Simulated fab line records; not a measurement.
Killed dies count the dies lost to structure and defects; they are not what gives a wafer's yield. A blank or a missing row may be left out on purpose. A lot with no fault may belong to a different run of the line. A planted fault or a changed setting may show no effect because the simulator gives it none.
2 desks looking at one fault / flow gf180mcu / numbers are kept per desk, each desk with only its own; the story behind them comes last

## THE TOOL OWNER'S DESK: pvdSputter-04
The tool's own readings at GF_TOP_METAL_SPUTTER_03 (material Ti, target thk 5 nm, time 3.3 s): means of the sampled wafers that have a number, for each lot that ran on this tool. The brackets show how far a lot's mean lies from the usual mean; more than 4 standard deviations puts the lot out of limits, marked OUT.
Columns: A = throttleValvePct at GF_TOP_METAL_SPUTTER_03, usual 29.9 %
lot=L713; first seen here=day 27 09:33; A=29.0
lot=L714; first seen here=day 27 22:49; A=29.7
lot=L717; first seen here=day 28 11:46; A=29.1
lot=L716; first seen here=day 28 16:24; A=29.1
lot=L720; first seen here=day 29 16:11; A=29.1
lot=L722; first seen here=day 30 00:49; A=29.2
lot=L732; first seen here=day 32 18:41; A=29.6
lot=L736; first seen here=day 33 15:02; A=29.1
Result from this desk: across the 8 lots, nothing is out of limits.

## THE METROLOGY DESK
What the gauges read for every lot (on any tool): the sampled wafers with a number, averaged. The brackets show how far a lot's mean lies from the usual mean; more than 4 standard deviations puts the lot out of limits, marked OUT.
Columns: A = MIM_ALCU_THK at GF_MIM_THK_MEAS_11, usual 201 nm
lot=L713; first seen here=day 24 15:43; A=199
lot=L714; first seen here=day 25 06:17; A=200
lot=L715; first seen here=day 25 06:55; A=199
lot=L717; first seen here=day 25 18:51; A=200
lot=L716; first seen here=day 26 00:08; A=197
lot=L718; first seen here=day 26 05:31; A=201
lot=L720; first seen here=day 27 00:50; A=202
lot=L722; first seen here=day 27 11:40; A=200
lot=L729; first seen here=day 29 14:19; A=202
lot=L731; first seen here=day 30 05:38; A=206
lot=L732; first seen here=day 30 11:58; A=200
lot=L736; first seen here=day 31 10:46; A=198
Result from this desk: across the 12 lots, nothing is out of limits.

## PUT TOGETHER
Nothing out of limits was seen by the tool owner's desk.
Metrology desk: nothing out of limits seen.

## WHAT WAS PUT IN BY THE SIMULATOR
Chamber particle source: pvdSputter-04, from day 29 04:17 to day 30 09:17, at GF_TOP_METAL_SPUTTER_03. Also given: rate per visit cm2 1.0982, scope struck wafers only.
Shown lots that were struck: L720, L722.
